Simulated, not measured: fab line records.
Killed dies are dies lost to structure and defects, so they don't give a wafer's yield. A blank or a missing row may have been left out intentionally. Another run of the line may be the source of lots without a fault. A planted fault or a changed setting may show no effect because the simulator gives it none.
Which of the tools did it? ; flow sky130 ; 11 lots, 33 wafers sampled, at 2 steps of a route of 708

== WHAT THE GAUGES SHOWED, per wafer ==
SKY_LI_CONTACT_THK_MEAS_01.
lot;measured;on;LI_CONTACT_HDPCVD_THK (nm)
L435;day 27 19:24;film_metro-03;912 945 924
L437;day 29 03:21;film_metro-01;935 931 930
L438;day 29 09:16;film_metro-01;935 927 913
L441;day 30 05:01;film_metro-03;929 918 920
L446;day 31 20:47;film_metro-03;916 908 916
L445;day 31 21:37;film_metro-04;918 928 922
L447;day 32 06:27;film_metro-01;931 928 942
L449;day 33 02:04;film_metro-03;929 925 926
L454;day 34 13:49;film_metro-01;945 919 916
L455;day 34 17:00;film_metro-04;923 923 948
L457;day 34 20:23;film_metro-01;946 943 948

== WHAT TOOL EACH LOT RAN ON (gives the tool, then ch and the chambers of the sampled wafers, and finally the start) ==
lot;SKY_SD_N_RTA_14
L435;rtp_anneal-02 ch 0, day 27 18:44
L437;rtp_anneal-02 ch 0, day 29 02:41
L438;rtp_anneal-01 ch 0, day 29 08:36
L441;rtp_anneal-02 ch 0, day 30 04:22
L446;rtp_anneal-02 ch 0, day 31 20:08
L445;rtp_anneal-01 ch 0, day 31 20:58
L447;rtp_anneal-02 ch 0, day 32 05:47
L449;rtp_anneal-02 ch 0, day 33 01:24
L454;rtp_anneal-01 ch 0, day 34 13:09
L455;rtp_anneal-01 ch 0, day 34 16:21
L457;rtp_anneal-02 ch 0, day 34 19:43
- SKY_SD_N_RTA_14: time 2 s.

== THE ANSWER, worked out from the rows above alone ==
Rule: the lots themselves supply what counts as usual. The widest of any qualifying gaps counts: lots, ordered by their means at a reading, are off when they make up no more than a third of the lots, leave a main group of 4 or more, and stand apart from it by 3 or more times the standard deviation of that group's means. A main group whose means are all the same, to the digits that the tables above print for the reading, isn't used. Also off: a lot with no number at a reading for which 4 or more lots have one. All remaining lots with rows at the step are treated as sound.
Nothing can be told from this: no lot is off at any reading shown.

== WHAT HAD BEEN PUT IN BY THE SIMULATOR ==
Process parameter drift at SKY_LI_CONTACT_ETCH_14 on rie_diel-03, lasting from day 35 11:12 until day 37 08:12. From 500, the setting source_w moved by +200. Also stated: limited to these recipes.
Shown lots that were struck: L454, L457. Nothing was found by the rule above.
